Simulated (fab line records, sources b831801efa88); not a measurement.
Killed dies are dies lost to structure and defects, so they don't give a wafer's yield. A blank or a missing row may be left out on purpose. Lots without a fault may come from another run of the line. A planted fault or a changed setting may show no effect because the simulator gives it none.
fab line records | flow gf180mcu
record lots=5 wafers=15 last_day=34
route steps=602 shown M2@366
lots that met no fault: from a run of the same line without faults
start_h: hours from the record's first day to the start of the lot's first wafer shown | wait_h: hours since the lot's step before | " the same as in the row above | L1.1+2: a row that stands for several wafers | - no value, or no start given | * or withheld: withheld | < > ~ a bound
route shown NAME@n: a module of which the file shows steps, and the number in the route of the first | usual: mean/standard deviation of fault-free wafers | same: alike in all rows | chamber/n: place in a boat | sites: the reading at each site | _std_site: their standard deviation | _edge_site: outer sites' mean less inner sites' | radius_mm: how far each site lies from the wafer's centre | mask NAME#n: copy n | behind: the tool/chamber that last shaped the wafer | hold: why the lot was held/for how many hours/how that ended | device: the transistor (n, p or np) that didn't switch | end of line: the same wafers' tests at the end of the route | a step without rows: its recipe alone | killed: dies lost to structure and defects at the first sort, not the wafer's yield | map: a wafer's dies, x killed, . not, _ none there
set.NAME: the setting as run; set.NAME@STEP: as run at that earlier step | model.NAME: the simulator's own value behind a step, which no gauge read
lots at some steps of the route; a table a step, a row a wafer
services: from which hour (start_h, from the record's first day; less than 0 if before it) a tool's chamber was out of use, for how many hours, and why
## steps
# step GF_M2_SPUTTER_04
# recipe material=TiN target_thk_nm=50 power_w=6500 time_s=41.7 chamber_pressure_pa=0.4
# usual throttle_valve_pct=30.1/1
# columns lot.wafer tool chamber start_h wait_h throttle_valve_pct
L272.1 pvd_sputter-02 - 489.66 0.0 29.0
L272.2 " - " " 31.4
L272.3 " - " " 30.4
L274.1 pvd_sputter-03 - 513.82 0.0 31.3
L274.2 " - " " 28.7
L274.5 " - " " 31.5
L275.1 pvd_sputter-03 - 516.51 0.0 31.7
L275.3 " - " " 28.8
L275.4 " - " " 29.0
L277.1 pvd_sputter-01 - 541.06 0.0 30.0
L277.3 " - " " 30.5
L277.5 " - " " 30.0
L284.2 pvd_sputter-03 - 601.90 0.0 30.7
L284.4 " - " " 28.9
L284.5 " - " " 29.0
# step GF_M2_RS_MEAS_05
# recipe thk_meas_gauge=four-point-probe reads=TiN_of_M2_SPUTTER_04+Ti_of_M2_SPUTTER_03+AlCu_of_M2_SPUTTER_02+TiN_of_M2_SPUTTER_01+Ti_of_M2_SPUTTER_00
# usual M2_ALCU_RS=0.0696/0.00086
# columns lot.wafer tool chamber start_h wait_h M2_ALCU_RS[ohm/sq]
L272.1 film_metro-02 - 489.70 0.0 0.0703
L272.2 " - " " 0.0698
L272.3 " - " " 0.0697
L274.1 film_metro-02 - 513.86 0.0 0.0684
L274.2 " - " " 0.0693
L274.5 " - " " 0.0683
L275.1 film_metro-03 - 516.55 0.0 0.0699
L275.3 " - " " 0.0700
L275.4 " - " " 0.0696
L277.1 film_metro-02 - 541.10 0.0 0.0689
L277.3 " - " " 0.0693
L277.5 " - " " 0.0692
L284.2 film_metro-01 - 601.96 0.0 0.0698
L284.4 " - " " 0.0708
L284.5 " - " " 0.0705
# step GF_M2_THK_MEAS_06
# recipe thk_meas_gauge=xrf reads=AlCu_of_M2_SPUTTER_02
# usual M2_ALCU_THK=447/5.4
# columns lot.wafer tool chamber start_h wait_h M2_ALCU_THK[nm]
L272.1 film_metro-02 - 489.82 0.1 445
L272.2 " - " " 445
L272.3 " - " " 450
L274.1 film_metro-02 - 513.98 0.1 454
L274.2 " - " " 449
L274.5 " - " " 453
L275.1 film_metro-03 - 516.67 0.1 445
L275.3 " - " " 446
L275.4 " - " " 447
L277.1 film_metro-02 - 541.22 0.1 449
L277.3 " - " " 447
L277.5 " - " " 451
L284.2 film_metro-01 - 602.07 0.1 448
L284.4 " - " " 438
L284.5 " - " " 442
# step GF_M2_DEHYDRATE_07
# recipe temp_c=200 time_s=60
# step GF_M2_HMDS_08
# recipe prime_time_s=60 prime_temp_c=120
# step GF_M2_COAT_09
# recipe resist=KrF spin_rpm=withheld resist_thk_nm=1000
# step GF_M2_SOFTBAKE_10
# recipe temp_c=130 time_s=60 resist=KrF
# step GF_M2_EXPOSE_11
# recipe mask_id=Metal2 target_cd_nm=280 na=0.68 source_shape=conventional sigma_outer=0.6 dose_mj=28
# step GF_M2_PEB_12
# recipe peb_temp_c=135 peb_time_s=90 resist=KrF
# step GF_M2_DEVELOP_13
# recipe develop_time_s=60 dev_temp_c=21
# step GF_M2_CD_MEAS_14
# recipe target_cd_nm=280
# usual cd_nm=280.0/1.2
# columns lot.wafer tool chamber start_h wait_h cd_nm
L272.1 cd_sem-01 - 512.96 0.1 280.7
L272.2 " - " " 281.1
L272.3 " - " " 281.2
L274.1 cd_sem-01 - 536.44 0.1 280.8
L274.2 " - " " 280.3
L274.5 " - " " 279.6
L275.1 cd_sem-02 - 539.16 0.1 279.5
L275.3 " - " " 278.6
L275.4 " - " " 279.1
L277.1 cd_sem-02 - 563.91 0.1 278.6
L277.3 " - " " 277.5
L277.5 " - " " 278.5
L284.2 cd_sem-02 - 620.80 0.1 281.0
L284.4 " - " " 278.7
L284.5 " - " " 280.3
# step GF_M2_OVL_MEAS_15
# usual M2_OVL=1/5.4
# columns lot.wafer tool chamber start_h wait_h M2_OVL[nm]
L272.1 overlay-01 - 513.08 0.1 -5
L272.2 " - " " -1
L272.3 " - " " 1
L274.1 overlay-02 - 536.56 0.1 -4
L274.2 " - " " 4
L274.5 " - " " -3
L275.1 overlay-02 - 539.28 0.1 4
L275.3 " - " " -8
L275.4 " - " " -2
L277.1 overlay-01 - 564.03 0.1 0
L277.3 " - " " -3
L277.5 " - " " -10
L284.2 overlay-01 - 620.90 0.1 6
L284.4 " - " " 5
L284.5 " - " " 5
# step GF_M2_METAL_ETCH_16
# recipe chemistry=Cl2/BCl3 mask_material=KrF target_depth_nm=750.8 stop_on=SiO2 pressure_mtorr=8 icp_w=800 bias_w=140 Cl2_flow_sccm=80 bcl3_flow_sccm=40 time_s=125.1
# usual chamber_pressure_mTorr=8.001/0.0066 drypump_motor_current_A=5.8/0.52 mfc_cl2_sccm=80.03/0.25 oes_product_au=0.989/0.0063 throttle_valve_pct=28.231/0.0093
# columns lot.wafer tool chamber start_h wait_h chamber_pressure_mTorr drypump_motor_current_A mfc_cl2_sccm oes_product_au rf_hours_counter_h throttle_valve_pct model.KrF_of_M2_COAT_09.thk_nm
L272.1 rie_metal-04 1 513.12 0.0 8.016 6.6 79.66 0.990 13 28.225 678.5
L272.2 " 0 " " 8.004 5.7 79.91 0.995 9 28.226 681.7
L272.3 " 0 " " 7.995 5.7 80.04 0.996 - 28.218 680.8
L274.1 rie_metal-04 1 536.59 0.0 8.009 6.6 80.16 0.998 14 28.242 684.2
L274.2 " 0 " " 8.005 5.7 80.23 0.998 10 28.230 680
L274.5 " 1 " " 8.002 6.6 79.80 1.002 - 28.216 680.3
L275.1 rie_metal-03 0 539.32 0.0 8.011 6.0 79.69 0.997 10 28.224 680.5
L275.3 " 0 " " 7.995 6.0 79.98 0.996 - 28.237 682.8
L275.4 " 1 " " 8.002 5.9 80.63 0.989 - 28.234 681.5
L277.1 rie_metal-03 0 564.06 0.0 7.999 6.0 80.44 0.988 11 28.224 686.9
L277.3 " 0 " " 7.998 6.0 80.74 1.001 - 28.234 683.5
L277.5 " 1 " " 8.010 5.9 79.79 0.998 - 28.228 680.4
L284.2 rie_metal-03 0 620.93 0.0 7.990 6.0 80.07 0.891 13 28.336 734.1
L284.4 " 1 " " 8.000 5.9 79.62 0.993 - 28.249 684.9
L284.5 " 0 " " 8.003 6.0 79.65 0.903 - 28.330 737.9
# step GF_M2_STRIP_17
# recipe chemistry=O2/N2 power_w=1400 pressure_mtorr=1500 platen_temp_c=250 o2_flow_sccm=3000 n2_flow_sccm=300 overash_fraction=0.5
# usual chamber_pressure_mTorr=1499.9/1.3 drypump_motor_current_A=5.7/0.53 heater_power_w=316/21 oes_product_au=0.538/0.0048 strip_time_to_endpoint_s=7.40/0.05
# columns lot.wafer tool chamber start_h wait_h chamber_pressure_mTorr drypump_motor_current_A heater_power_w oes_product_au rf_hours_counter_h strip_time_to_endpoint_s
L272.1 plasma_asher-01 0 513.24 0.1 1500.8 6.4 332 0.536 39 7.33
L272.2 " 1 " " 1500.8 5.1 321 0.537 39 7.36
L272.3 " 0 " " 1501.1 6.4 328 0.538 - 7.34
L274.1 plasma_asher-04 1 536.72 0.1 1500.6 4.8 336 0.539 77 7.38
L274.2 " 0 " " 1500.7 5.8 279 0.531 77 7.34
L274.5 " 0 " " 1499.2 5.8 277 0.537 - 7.33
L275.1 plasma_asher-01 1 539.44 0.1 1498.9 5.2 326 0.539 41 7.34
L275.3 " 0 " " 1501.3 6.4 328 0.528 - 7.37
L275.4 " 1 " " 1500.1 5.2 344 0.531 - 7.36
L277.1 plasma_asher-01 1 564.19 0.1 1500.3 5.2 325 0.541 44 7.41
L277.3 " 0 " " 1502.1 6.4 334 0.541 - 7.39
L277.5 " 1 " " 1498.0 5.2 326 0.537 - 7.34
L284.2 plasma_asher-04 1 621.06 0.1 1501.6 4.8 327 0.558 87 7.88
L284.4 " 0 " " 1499.8 5.8 267 0.539 - 7.38
L284.5 " 1 " " 1498.7 4.8 324 0.557 - 7.90
# step GF_M2_STRIP_18
# recipe chemistry=post_etch_residue_remover time_s=1200 temp_c=72.5
## services
# columns tool chamber start_h hours kind
rie_metal-03 1 472.82 1.9 repair
pvd_sputter-03 2 473.84 - consumable_replace:kit
pvd_sputter-03 2 473.84 18.0 scheduled_down
pvd_sputter-03 2 473.84 18.0 vent_cycle
pvd_sputter-02 0 489.70 - consumable_replace:kit
pvd_sputter-02 0 489.70 18.0 scheduled_down
pvd_sputter-02 0 489.70 18.0 vent_cycle
pvd_sputter-02 - 508.38 1.9 repair
pvd_sputter-03 - 508.66 1.7 repair
rie_metal-04 1 547.40 - clean
rie_metal-04 1 547.40 16.7 scheduled_down
rie_metal-04 1 547.40 16.7 vent_cycle
plasma_asher-01 - 565.03 3.3 repair
plasma_asher-01 - 571.54 0.6 repair
pvd_sputter-01 2 579.99 - consumable_replace:kit
pvd_sputter-01 2 579.99 18.0 scheduled_down
pvd_sputter-01 2 579.99 18.0 vent_cycle
plasma_asher-01 - 602.50 6.5 repair
## key
first_sign step=GF_M2_METAL_ETCH_16 reading=oes_product_au direction=down sigmas=15 usual=0.989 struck=0.897
effect step=GF_M2_METAL_ETCH_16 reading=throttle_valve_pct direction=up sigmas=11 usual=28.231 struck=28.333
effect step=GF_M2_STRIP_17 reading=strip_time_to_endpoint_s direction=up sigmas=9.6 usual=* struck=*
model_effect step=GF_M2_METAL_ETCH_16 value=KrF_of_M2_COAT_09.thk_nm without=685.2 struck=736
met_at GF_M2_METAL_ETCH_16
struck_wafers L284.2,L284.5
sort_left_out L284.2,L284.5
onset_between 564.06 620.93
fault kind=process_parameter_drift tool=rie_metal-03 chamber=0 onset_h=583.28 steps=GF_M2_METAL_ETCH_16 channel=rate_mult offset=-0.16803 shape=step end_h=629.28
# sort_left_out: the simulated sort isn't trusted on such a fault, so these wafers' sort isn't shown, and their yield isn't known
